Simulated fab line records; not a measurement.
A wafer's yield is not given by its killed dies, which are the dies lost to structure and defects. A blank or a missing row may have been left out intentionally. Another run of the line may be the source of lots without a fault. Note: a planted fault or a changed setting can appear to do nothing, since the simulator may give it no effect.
Commonality check across tools -- flow sky130 -- Lots sampled 11, wafers sampled 36

THE REASON FOR OPENING IT
1 of 11 lots carry a flag on the reading SONOS_TUNNEL_TW at SKY_SONOS_TUNNEL_TW_MEAS_12. Fault-free wafers read 195.0, with a standard deviation of 2.1.
Rule: flag the lot when none of its wafers has a number, or when each of its wafers that has one lies beyond 4 standard deviations from that mean. As for the other lots, they are considered sound.

lot,measured,on,"SONOS_TUNNEL_TW, wafer by wafer",flag
L464,day 11 10:47,film_metro-04,192.1 192.5 192.8,
L465,day 11 23:10,film_metro-02,196.7 194.9 196.5,
L466,day 12 04:42,film_metro-02,195.2 197.3 196.5,
L467,day 12 14:37,film_metro-02,195.9 196.2 196.2,
L468,day 12 19:04,film_metro-04,192.4 191.6 191.3,
L469,day 13 06:29,film_metro-01,30.0 30.0 30.2 30.1 30.0 30.0,FLAGGED
L474,day 15 01:10,film_metro-01,196.6 196.8 195.3,
L479,day 16 14:13,film_metro-01,197.9 198.6 197.8,
L480,day 16 18:04,film_metro-04,193.6 192.4 191.8,
L483,day 17 19:19,film_metro-04,191.9 191.8 192.4,
L486,day 19 04:51,film_metro-04,193.7 194.2 193.5,
Average over the flagged lots: 30.1; offset from the usual -164.9, equal to -79 standard deviations.

WHICH TOOL RAN EACH LOT
Before the reading, the record contains 2 process steps out of a 708-step route. In each cell: the tool, then ch and the chambers that the sampled wafers went through, then the start.
lot,flag,SKY_VT_ADJUST_PCH_STRIP_09,SKY_SONOS_TUNNEL_EXPOSE_04
L464,,"plasma_asher-01 ch 0,1, day 10 12:08","iline_stepper-01 ch 0, day 10 23:25"
L465,,"plasma_asher-02 ch 0,1, day 10 23:43","iline_stepper-01 ch 0, day 11 11:06"
L466,,"plasma_asher-02 ch 0,1, day 11 03:52","iline_stepper-02 ch 0, day 11 16:00"
L467,,"plasma_asher-02 ch 0,1, day 11 14:17","iline_stepper-01 ch 0, day 12 02:20"
L468,,"plasma_asher-01 ch 0,1, day 11 18:14","iline_stepper-01 ch 0, day 12 06:09"
L469,FLAGGED,"plasma_asher-01 ch 0,1, day 12 05:16","iline_stepper-01 ch 0, day 12 17:27"
L474,,"plasma_asher-02 ch 0,1, day 13 22:37","iline_stepper-01 ch 0, day 14 11:38"
L479,,"plasma_asher-02 ch 0,1, day 15 09:59","iline_stepper-01 ch 0, day 15 23:47"
L480,,"plasma_asher-04 ch 0,1, day 15 13:50","iline_stepper-01 ch 0, day 16 03:48"
L483,,"plasma_asher-01 ch 0,1, day 16 16:11","iline_stepper-02 ch 0, day 17 05:18"
L486,,"plasma_asher-02 ch 0,1, day 17 21:44","iline_stepper-01 ch 0, day 18 12:52"
What the steps here do:
- SKY_VT_ADJUST_PCH_STRIP_09: strips in O2/N2.
- SKY_SONOS_TUNNEL_EXPOSE_04: exposes mask TUNM, target cd 410 nm.
- SKY_SONOS_TUNNEL_TW_MEAS_12

FLAGGED AGAINST TOTAL, ONE TOOL AT A TIME (gauges that did the reading follow at the end)
step,tool,lots run,flagged,share of the flagged lots,sound lots run after its first flagged lot
SKY_VT_ADJUST_PCH_STRIP_09,plasma_asher-01,4,1,all,1 (L483)
SKY_VT_ADJUST_PCH_STRIP_09,plasma_asher-02,6,0,none,-
SKY_VT_ADJUST_PCH_STRIP_09,plasma_asher-04,1,0,none,-
SKY_SONOS_TUNNEL_EXPOSE_04,iline_stepper-01,9,1,all,"4 (L474,L479,L480,L486)"
SKY_SONOS_TUNNEL_EXPOSE_04,iline_stepper-02,2,0,none,-
SKY_SONOS_TUNNEL_TW_MEAS_12,film_metro-01,3,1,all,"2 (L474,L479)"
SKY_SONOS_TUNNEL_TW_MEAS_12,film_metro-02,3,0,none,-
SKY_SONOS_TUNNEL_TW_MEAS_12,film_metro-04,5,0,none,-

THE TABLE: WHAT IT ALLOWS
Rows of the table that ran every flagged lot, 3 in all: plasma_asher-01 at SKY_VT_ADJUST_PCH_STRIP_09, iline_stepper-01 at SKY_SONOS_TUNNEL_EXPOSE_04, film_metro-01 at SKY_SONOS_TUNNEL_TW_MEAS_12.
- plasma_asher-01 at SKY_VT_ADJUST_PCH_STRIP_09: 1 of its 4 lots flagged. Sound lots ran on it after the first flagged one (L483), which a lasting fault on the whole tool wouldn't allow.
- iline_stepper-01 at SKY_SONOS_TUNNEL_EXPOSE_04: 1 of its 9 lots flagged. Sound lots ran on it after the first flagged one (L474, L479, L480, L486), which a lasting fault on the whole tool wouldn't allow.
- film_metro-01 at SKY_SONOS_TUNNEL_TW_MEAS_12: 1 of its 3 lots flagged. Sound lots ran on it after the first flagged one (L474, L479), which a lasting fault on the whole tool wouldn't allow.
No row of the table ran every flagged lot and no sound lot after the first.

WHAT THE SIMULATOR PUT IN
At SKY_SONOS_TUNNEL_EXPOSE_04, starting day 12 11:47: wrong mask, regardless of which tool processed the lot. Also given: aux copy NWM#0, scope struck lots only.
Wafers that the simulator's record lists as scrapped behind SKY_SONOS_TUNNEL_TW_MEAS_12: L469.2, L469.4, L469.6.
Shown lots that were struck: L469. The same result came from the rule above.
